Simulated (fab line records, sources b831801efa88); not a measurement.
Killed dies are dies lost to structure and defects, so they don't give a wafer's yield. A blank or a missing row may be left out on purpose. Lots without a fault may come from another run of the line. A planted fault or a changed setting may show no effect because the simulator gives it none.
Problem report in the 8D (eight disciplines) form, filled by code | flow gf180mcu | the parts of the form that need people (team, actions taken, sign-off) are left out

1. THE PROBLEM
HV_LDD_RS at GF_HV_LDD_RS_MEAS_53 reads a mean of 423.9 ohm/sq on 3 wafers of 3 lots; wafers without a fault read 418.3 ohm/sq with a standard deviation of 1.1. That is +5.1 standard deviations from the usual mean.
The step: measures by four-point-probe.
First seen on wafer L411.1, day 17 18:32, on film_metro-04. The record holds 44 wafers of 15 lots with a number at this step. Rule for "out", or "out of limits": more than 4 standard deviations from the usual mean. The other wafers with a number count as sound.

2. WHAT IT IS AND WHAT IT IS NOT
question                    | is                                          | is not
which readings at this step | HV_LDD_RS                                   | -
which lots                  | L411, L412, L413                            | L395, L396, L397, L399, L400, L401, L402, L403, L404, L405, L415, L416
which wafers of those lots  | L411.1, L412.1, L413.5                      | L411.3, L411.6, L412.2, L412.4, L413.2
read on which gauges        | film_metro-02, film_metro-03, film_metro-04 | -
when                        | from day 17 18:32                           | up to then (32 sound wafers); but 9 sound wafers of L412, L413, L415, L416 came after

3. SUSPECTS, AND WHAT RULES EACH OUT
Counting: a tool at a process step up to the reading stays a suspect if it ran every lot that is out. Sound lots after the first of them don't rule it out here, since some wafers of a struck lot are sound.
- the gauge at GF_HV_LDD_RS_MEAS_53: ruled out. The wafers that are out were read on 3 gauges (film_metro-02, film_metro-03, film_metro-04).
- implanter-01 at GF_HV_LDD_IMPLANT_09: kept. It ran every lot that is out, first L411 (day 14 21:19); its last sound lot up to then is L404 (day 12 18:04).
Left after counting: implanter-01 at GF_HV_LDD_IMPLANT_09.

4. THE CAUSE (what the simulator had put in)
Process parameter drift: implanter-01, from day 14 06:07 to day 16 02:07, at GF_HV_LDD_IMPLANT_09. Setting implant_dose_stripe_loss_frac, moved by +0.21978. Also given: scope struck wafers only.
Counting left only this tool.

5. THE CHAIN OF EFFECTS, in route order
Each row: a reading whose mean over the struck wafers that have a number lies more than 3 standard deviations from the usual. Only readings for which the record gives a usual standard deviation are gone through. hours: the time from each lot's start at the first step in this table that gives one to its start at this step, as a median over the lots. sigmas: the change in usual standard deviations.
hours | step                 | reading   | usual        | on struck wafers | change | sigmas
0     | GF_HV_LDD_RS_MEAS_53 | HV_LDD_RS | 418.3 ohm/sq | 423.9            | +5.6   | +5.1
Later measuring or inspecting steps at which every struck wafer that the step has a row for has a number for every such reading, and none has moved that far: GF_V2_THK_MEAS_01.

6. WHAT WOULD HAVE CAUGHT IT SOONER
In this record the first reading out of limits at a measuring or inspecting step was taken at day 17 18:32, 84 hours after the fault began at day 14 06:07.
All the lots that are out (3) had begun GF_HV_LDD_IMPLANT_09 on implanter-01 by day 17 18:32. A hold on the tool at that time would have spared none of them.
